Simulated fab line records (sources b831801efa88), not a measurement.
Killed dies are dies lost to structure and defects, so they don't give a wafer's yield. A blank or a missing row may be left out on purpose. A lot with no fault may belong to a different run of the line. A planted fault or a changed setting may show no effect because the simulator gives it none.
One fault seen from 2 desks + flow gf180mcu + every desk sees just its own numbers, and what lay behind them comes last

## AT THE METROLOGY DESK
Lot by lot, what the gauges showed, no matter which tool ran the lot: averages of those sampled wafers that carry a number. The brackets show how far a lot's mean lies from the usual mean; more than 4 standard deviations puts the lot out of limits, marked OUT.
Columns: A = V1_BOW at GF_V1_BOW_MEAS_05, usual 82 um; B = cd_nm at GF_V1_CD_MEAS_14, usual 260.1 nm
| lot  | first seen here | A  | B     |
|------|-----------------|----|-------|
| L661 | day 18 00:40    | 84 | 259.8 |
| L662 | day 18 07:28    | 93 | 261.2 |
| L663 | day 18 17:10    | 78 | 260.6 |
| L664 | day 19 04:20    | 78 | 260.0 |
| L665 | day 19 20:39    | 74 | 258.6 |
| L671 | day 21 13:40    | 82 | 259.6 |
| L672 | day 21 21:31    | 87 | 259.5 |
| L675 | day 22 22:52    | 76 | 260.6 |
| L679 | day 24 05:51    | 84 | 261.7 |
| L680 | day 24 13:53    | 86 | 259.7 |
| L681 | day 25 01:07    | 90 | 259.3 |
| L682 | day 25 04:46    | 81 | 260.7 |
| L683 | day 25 12:55    | 71 | 259.6 |
Finding of this desk: none of the 13 lots has anything out of limits.

## FOR THE TOOL OWNER'S DESK: pvd_sputter-03
The tool's own readings at GF_V1_SPUTTER_22 (material TiN, target thk 10 nm, time 40 s): means of the sampled wafers that have a number, for each lot that ran on this tool. The brackets show how far a lot's mean lies from the usual mean; more than 4 standard deviations puts the lot out of limits, marked OUT.
Columns: A = cathode_dc_power_W at GF_V1_SPUTTER_22, usual 3999.9 W; B = chamber_pressure_pa at GF_V1_SPUTTER_22, usual 5.001 Pa; C = throttle_valve_pct at GF_V1_SPUTTER_22, usual 30.1 %
| lot  | first seen here | A                        | B     | C    |
|------|-----------------|--------------------------|-------|------|
| L664 | day 20 05:59    | 3999.5                   | 5.000 | 30.3 |
| L665 | day 20 22:47    | 3999.8                   | 5.000 | 30.4 |
| L671 | day 22 14:39    | 4273.0 (+99 or more) OUT | 4.996 | 30.1 |
| L672 | day 22 21:50    | 4272.9 (+99 or more) OUT | 4.999 | 30.2 |
| L680 | day 25 12:38    | 3999.6                   | 5.008 | 30.3 |
| L682 | day 26 03:19    | 3999.9                   | 4.999 | 30.0 |
| L683 | day 26 10:22    | 4000.6                   | 4.996 | 30.2 |
This desk finds L671, L672 out of limits, L671 being first, at day 22 14:39 (cathode_dc_power_W at GF_V1_SPUTTER_22). In limits: L664, L665, L680, L682, L683.

## ALL TOGETHER
The tool owner's desk had the chance to raise an alarm at day 22 14:39 on L671, L672.
Metrology desk: nothing out of limits seen.
The metrology desk has L671, L672 on record, within its limits.
On pvd_sputter-03, each named lot ran GF_V1_SPUTTER_22.

## WHAT THE SIMULATOR PUT IN
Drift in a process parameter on pvd_sputter-03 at GF_V1_SPUTTER_22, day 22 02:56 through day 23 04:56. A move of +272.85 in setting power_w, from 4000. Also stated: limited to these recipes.
Shown lots that were struck: L671, L672.
Time in hours from fault onset to the first out-of-limits reading at each desk: the tool owner's desk, 12.
